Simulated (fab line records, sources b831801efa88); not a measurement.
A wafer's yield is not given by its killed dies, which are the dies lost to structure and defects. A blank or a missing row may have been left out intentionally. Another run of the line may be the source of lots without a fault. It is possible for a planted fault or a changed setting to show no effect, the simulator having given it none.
Which tool did it?	flow sky130	Sampling: 11 lots, 33 wafers, 6 of 708 route steps

## WHAT THE GAUGES READ, wafer by wafer
SKY_VIA1_THK_MEAS_23: measures by xrf.
lot	measured	on	VIA1_W_THK (nm)
L615	day 34 10:11	film-metro-01	270 278 276
L617	day 35 11:13	film-metro-04	275 280 272
L622	day 37 02:14	film-metro-04	271 274 274
L625	day 39 19:29	film-metro-01	270 275 270
L627	day 39 23:40	film-metro-01	270 270 266
L629	day 40 00:13	film-metro-04	279 272 275
L630	day 40 05:19	film-metro-03	278 269 276
L631	day 40 06:59	film-metro-03	270 273 271
L632	day 40 11:52	film-metro-01	275 271 276
L634	day 40 23:37	film-metro-03	269 269 271
L635	day 41 04:16	film-metro-03	277 281 270

SKY_VIA4_BOW_MEAS_03.
lot	measured	on	VIA4_BOW (um)
L615	day 42 05:36	film-metro-03	96 89 88
L617	day 43 04:01	film-metro-04	80 78 78
L622	day 44 12:50	film-metro-02	86 87 75
L625	day 46 20:09	film-metro-03	123 127 118
L627	day 46 21:17	film-metro-03	138 137 148
L629	day 46 23:25	film-metro-03	76 83 86
L630	day 47 02:44	film-metro-03	96 93 88
L631	day 47 03:22	film-metro-03	59 79 79
L632	day 47 08:16	film-metro-03	68 70 73
L634	day 47 17:43	film-metro-02	90 92 74
L635	day 47 23:58	film-metro-03	85 81 72

SKY_PAD_OPEN_BOW_MEAS_13.
lot	measured	on	PAD_OPEN_BOW (um)
L615	day 46 02:51	film-metro-01	58 52 51
L617	day 46 21:26	film-metro-01	49 48 48
L622	day 48 01:47	film-metro-02	50 53 42
L629	day 50 06:55	film-metro-01	44 54 56
L630	day 50 09:10	film-metro-03	64 61 56
L631	day 50 10:16	film-metro-01	25 45 46
L632	day 50 14:48	film-metro-01	33 33 38
L634	day 50 21:27	film-metro-01	54 60 42
L635	day 51 02:59	film-metro-01	52 48 37

## EACH LOT AND THE TOOL THAT RAN IT (in order: tool; ch and the chambers of the sampled wafers; start)
lot	SKY_CONTACT_ETCH_16	SKY_VIA4_CMP_02	SKY_VIA4_ETCH_12
L615	rie-diel-04 ch 0,2,3, day 32 00:28	cmp-02 ch 1,2,3, day 42 05:21	rie-diel-01 ch 1,2,3, day 43 04:35
L617	rie-diel-04 ch 0,1,2, day 32 23:55	cmp-01 ch 0,1,2, day 43 03:51	rie-diel-01 ch 0,1,2, day 44 02:34
L622	rie-diel-04 ch 1,2,3, day 34 17:49	cmp-02 ch 0,2,3, day 44 12:32	rie-diel-04 ch 0,1,3, day 45 09:49
L625	rie-diel-01 ch 1,2,3, day 37 11:13	cmp-02 ch 1,2,3, day 46 19:54	rie-diel-02 ch 0,1,2, day 47 15:44
L627	rie-diel-04 ch 0,3, day 37 15:16	cmp-02 ch 0,2, day 46 21:01	rie-diel-02 ch 1,2, day 47 16:50
L629	rie-diel-04 ch 0,1, day 37 16:52	cmp-01 ch 0,2, day 46 23:07	rie-diel-01 ch 0,2,3, day 47 18:59
L630	rie-diel-03 ch 0,2,3, day 37 21:58	cmp-01 ch 1,2,3, day 47 02:23	rie-diel-04 ch 1,2,3, day 47 22:17
L631	rie-diel-01 ch 0,3, day 37 23:47	cmp-02 ch 0,3, day 47 03:04	rie-diel-01 ch 1,2, day 47 22:35
L632	rie-diel-01 ch 0,1,3, day 38 05:14	cmp-02 ch 0,1,2, day 47 08:00	rie-diel-04 ch 0,2,3, day 48 03:02
L634	rie-diel-03 ch 0,1,3, day 38 17:20	cmp-02 ch 0,1, day 47 17:25	rie-diel-04 ch 0,1,3, day 48 12:04
L635	rie-diel-04 ch 0,3, day 38 22:46	cmp-02 ch 0,1,2, day 47 23:46	rie-diel-04 ch 0,1, day 48 17:56
- SKY_CONTACT_ETCH_16: etches BARC in N2/H2, stops on SiO2, time 45.9 s, target depth 60 nm.
- SKY_VIA4_CMP_02: polishes SiO2.
- SKY_VIA4_ETCH_12: etches SiO2 in C4F8/O2/Ar, stops on TiN, target depth 580 nm.

## AS READ BY THE TOOLS THEMSELVES (means over the sampled wafers that have a number; for cases with no such wafer, the mark the record gives instead)
SKY_CONTACT_ETCH_16.
lot	tool	chamber-pressure-mTorr (mTorr)	drypump-motor-current-A (A)	oes-product-au (a.u.)	throttle-valve-pct (%)
L615	rie-diel-04	29.97	5.5	0.854	13.222
L617	rie-diel-04	30.00	5.7	0.862	13.227
L622	rie-diel-04	30.00	5.4	0.858	13.215
L625	rie-diel-01	30.01	6.0	0.859	13.220
L627	rie-diel-04	30.00	5.6	0.849	13.233
L629	rie-diel-04	30.00	5.7	0.857	13.218
L630	rie-diel-03	30.01	5.4	0.857	13.226
L631	rie-diel-01	29.99	6.3	0.857	13.232
L632	rie-diel-01	29.99	6.3	0.854	13.217
L634	rie-diel-03	30.01	5.5	0.857	13.224
L635	rie-diel-04	29.99	5.3	0.853	13.234

SKY_VIA4_CMP_02.
lot	tool	edge-zone-pressure-frac	head-pressure-psi (psi)	motor-current-A (A)
L615	cmp-02	1.001	4.008	11.7
L617	cmp-01	0.998	4.001	13.7
L622	cmp-02	0.998	3.991	12.2
L625	cmp-02	-	-	-
L627	cmp-02	-	-	-
L629	cmp-01	1.005	4.006	13.6
L630	cmp-01	1.001	3.995	12.9
L631	cmp-02	1.003	4.002	13.9
L632	cmp-02	0.998	4.000	12.9
L634	cmp-02	1.005	4.009	14.1
L635	cmp-02	1.001	3.998	12.3

SKY_VIA4_ETCH_12.
lot	tool	chamber-pressure-mTorr (mTorr)	oes-product-au (a.u.)
L615	rie-diel-01	39.98	0.922
L617	rie-diel-01	40.01	0.928
L622	rie-diel-04	40.02	0.927
L625	rie-diel-02	40.00	1.618
L627	rie-diel-02	40.02	1.619
L629	rie-diel-01	40.02	0.924
L630	rie-diel-04	40.00	0.928
L631	rie-diel-01	40.00	0.925
L632	rie-diel-04	40.00	0.925
L634	rie-diel-04	40.00	0.925
L635	rie-diel-04	39.98	0.929

## THE ANSWER, worked out from the rows above alone
Rule: what is usual is taken from the lots themselves. Put in order of their means at a reading, lots are off if they are a third of the lots or fewer, leave a main group of 4 or more, and stand apart from it by a gap of 3 or more times the standard deviation of the main group's means; of several such gaps the widest counts. Not used: any main group whose means are identical at the precision the tables above print for the reading. Also off: a lot with no number at a reading for which 4 or more lots have one. Any other lot the step has rows for is counted as sound. After the gauges, taken in route order, come the tools' own readings; for these a lot's mean is taken, as printed above. At the first step where some lot is off, the reading lying furthest off is the one used; lots without a number count as furthest.
Off: at SKY_VIA4_BOW_MEAS_03 (VIA4_BOW), L625, L627. Main group: mean 82 um, sd 7.
A tool fits if, at a process step before that reading, it ran every lot that is off, and no sound lot after the first of them. The gauges at SKY_VIA4_BOW_MEAS_03 aren't tried: what is off there is off at SKY_VIA4_CMP_02 too, on other tools, and a gauge's error can't cause that. Of those tried, none fits.

## WHAT THE SIMULATOR PUT IN
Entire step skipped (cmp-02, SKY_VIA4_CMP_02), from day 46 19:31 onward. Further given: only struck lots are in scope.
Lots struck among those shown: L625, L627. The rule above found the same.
